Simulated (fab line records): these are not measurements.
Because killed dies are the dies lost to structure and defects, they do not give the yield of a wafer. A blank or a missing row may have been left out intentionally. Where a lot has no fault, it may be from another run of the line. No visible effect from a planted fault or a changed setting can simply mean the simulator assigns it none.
The same fault as seen by 2 desks + flow gf180mcu + what lay behind the numbers comes last; until then each desk has only its own

== AT THE TOOL OWNER'S DESK: pvdSputter-03 ==
The tool's own readings at GF_MIM_SPUTTER_08 (material AlCu, target thk 200 nm, time 10.6 s): means of the sampled wafers that have a number, for each lot that ran on this tool. The brackets show how far a lot's mean lies from the usual mean; more than 4 standard deviations puts the lot out of limits, marked OUT.
Columns: A = chamberPressurePa at GF_MIM_SPUTTER_08, usual 0.4001 Pa; B = throttleValvePct at GF_MIM_SPUTTER_08, usual 29.9 %
| lot  | first seen here | A      | B    |
|------|-----------------|--------|------|
| L805 | day 24 08:25    | 0.4002 | 30.7 |
| L809 | day 26 01:15    | 0.4007 | 30.8 |
| L812 | day 27 00:28    | 0.3987 | 29.3 |
| L821 | day 30 03:45    | 0.4008 | 31.2 |
| L825 | day 31 03:32    | 0.3997 | 30.0 |
| L826 | day 31 06:18    | 0.4004 | 31.2 |
Result from this desk: across the 6 lots, nothing is out of limits.

== METROLOGY DESK ==
What the gauges read, lot by lot, whatever tool the lot ran on: means of the sampled wafers that have a number. The brackets show how far a lot's mean lies from the usual mean; more than 4 standard deviations puts the lot out of limits, marked OUT.
Columns: A = cdNm at GF_M4_CD_MEAS_14, usual 279.8 nm; B = cdNm at GF_V4_CD_MEAS_14, usual 259.8 nm; C = MIM_ALCU_RS at GF_MIM_RS_MEAS_10, usual 0.1603 ohm/sq; D = MIM_ALCU_THK at GF_MIM_THK_MEAS_11, usual 198.0 nm
| lot  | first seen here | A     | B     | C                 | D                |
|------|-----------------|-------|-------|-------------------|------------------|
| L805 | day 23 06:16    | 279.9 | 260.7 | 0.1651            | 192.1            |
| L809 | day 24 23:43    | 279.4 | 259.9 | 0.1493 (-6.1) OUT | 213.8 (+7.5) OUT |
| L812 | day 26 00:23    | 279.6 | 260.3 | 0.1508 (-5.2) OUT | 210.0 (+5.7) OUT |
| L817 | day 27 20:14    | 278.3 | 260.0 | 0.1599            | 197.6            |
| L819 | day 28 16:25    | 278.4 | 260.4 | 0.1582            | 201.0            |
| L821 | day 29 05:01    | 280.4 | 260.1 | 0.1619            | 195.6            |
| L822 | day 29 10:38    | 281.6 | 260.4 | 0.1611            | 197.3            |
| L823 | day 29 18:59    | 279.1 | 257.8 | 0.1597            | 198.4            |
| L824 | day 30 01:17    | 280.2 | 259.8 | 0.1597            | 198.6            |
| L825 | day 30 06:06    | 278.7 | 262.4 | 0.1622            | 195.5            |
| L826 | day 30 09:32    | 279.4 | 258.4 | 0.1596            | 199.2            |
This desk's result: L809, L812 out of limits, first on L809 (MIM_ALCU_RS at GF_MIM_RS_MEAS_10), day 26 01:19. L805, L817, L819, L821, L822, L823, L824, L825, L826 stayed within limits.

== PUT TOGETHER ==
On L809, L812, the metrology desk was in a position to raise an alarm at day 26 01:19.
The tool owner's desk saw nothing out of limits.
The tool owner's desk has L809, L812 on record, within its limits.
On pvdSputter-03, each named lot ran GF_MIM_SPUTTER_08.

== WHAT THE SIMULATOR HAD INSERTED ==
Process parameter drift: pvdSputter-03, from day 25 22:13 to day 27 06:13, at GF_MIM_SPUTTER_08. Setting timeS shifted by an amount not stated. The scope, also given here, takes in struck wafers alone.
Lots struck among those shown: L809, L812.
Time in hours between the start of the fault and the first out-of-limits reading at each desk: metrology desk, 3.
